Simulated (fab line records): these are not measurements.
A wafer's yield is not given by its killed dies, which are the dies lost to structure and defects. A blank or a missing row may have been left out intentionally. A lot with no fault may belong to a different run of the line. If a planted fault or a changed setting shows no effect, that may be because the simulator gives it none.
Matching of chambers	flow sky130	4 sister chambers for SKY_VIA3_ETCH_15 on rie diel-03
The step etches SiO2 in C4F8/O2/Ar, stops on TiN, target depth 507 nm, time 78 s. 22 wafers are shown with their chamber, then 11 later ones without.

## EACH WAFER AND ITS CHAMBER
wafer	chamber	rf fwd power W (W)	oes product au (a.u.)
L079.1	3	1493	0.946
L079.3	1	1481	0.948
L079.5	0	1491	0.954
L078.4	2	1490	0.945
L078.5	0	1486	0.950
L078.6	1	1493	0.942
L076.2	2	1496	0.949
L076.5	3	1499	0.949
L076.6	2	1497	0.941
L081.1	2	1486	0.946
L081.3	3	1494	0.943
L081.6	3	1488	0.944
L083.1	1	1487	0.953
L083.4	3	1486	0.964
L083.6	0	1494	0.948
L084.4	2	1489	0.945
L084.5	3	1492	0.938
L084.6	2	1486	0.944
L089.1	1	1480	0.950
L089.4	3	1490	0.940
L089.5	2	1492	0.949
L093.1	0	1489	0.945

SIGNATURES (means of the wafers above)
reading	chamber 0	chamber 1	chamber 2	chamber 3	scatter within a chamber
rf fwd power W	1490.00	1485.25	1490.86	1491.71	4.53
oes product au	0.94925	0.94825	0.94557	0.94629	0.00578
Rule: distance of a wafer from a chamber = root of the sum over the readings of ((wafer's reading minus chamber's mean) / reading's scatter) squared. If the next closest chamber is less than 2 further off than the closest, the wafer can't be placed; otherwise it belongs to the closest. The scatter: the root of (the sum of the squares of (reading less its chamber's mean) over the shown wafers, divided by (wafers less chambers)).

## WAFERS WITH NO CHAMBER GIVEN
wafer	rf fwd power W (W)	oes product au (a.u.)
L093.2	1486	0.939
L093.6	1488	0.946
L095.1	1491	0.943
L095.2	1489	0.952
L095.5	1492	0.948
L091.4	1492	0.946
L091.5	1492	0.941
L091.6	1483	0.936
L094.2	1471	0.952
L094.3	1486	0.947
L094.5	1489	0.950

## WHICH CHAMBER EACH WENT THROUGH
wafer	from the rows above	in truth
L093.2	can't be placed: 2 or 1 or 3 or 0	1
L093.6	can't be placed: 2 or 0 or 1 or 3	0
L095.1	can't be placed: 2 or 3 or 0 or 1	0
L095.2	can't be placed: 0 or 1 or 3 or 2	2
L095.5	can't be placed: 3 or 2 or 0 or 1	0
L091.4	can't be placed: 3 or 2 or 0 or 1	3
L091.5	can't be placed: 2 or 3 or 0 or 1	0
L091.6	can't be placed: 1 or 2 or 3 or 0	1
L094.2	can't be placed: 1 or 0 or 2 or 3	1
L094.3	can't be placed: 1 or 0 or 2 or 3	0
L094.5	can't be placed: 0 or 2 or 3 or 1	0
Placed correctly: 0 of 11. From these rows, 11 cannot be placed; in 11 the true chamber is one of the candidates. Placed wrongly: 0.
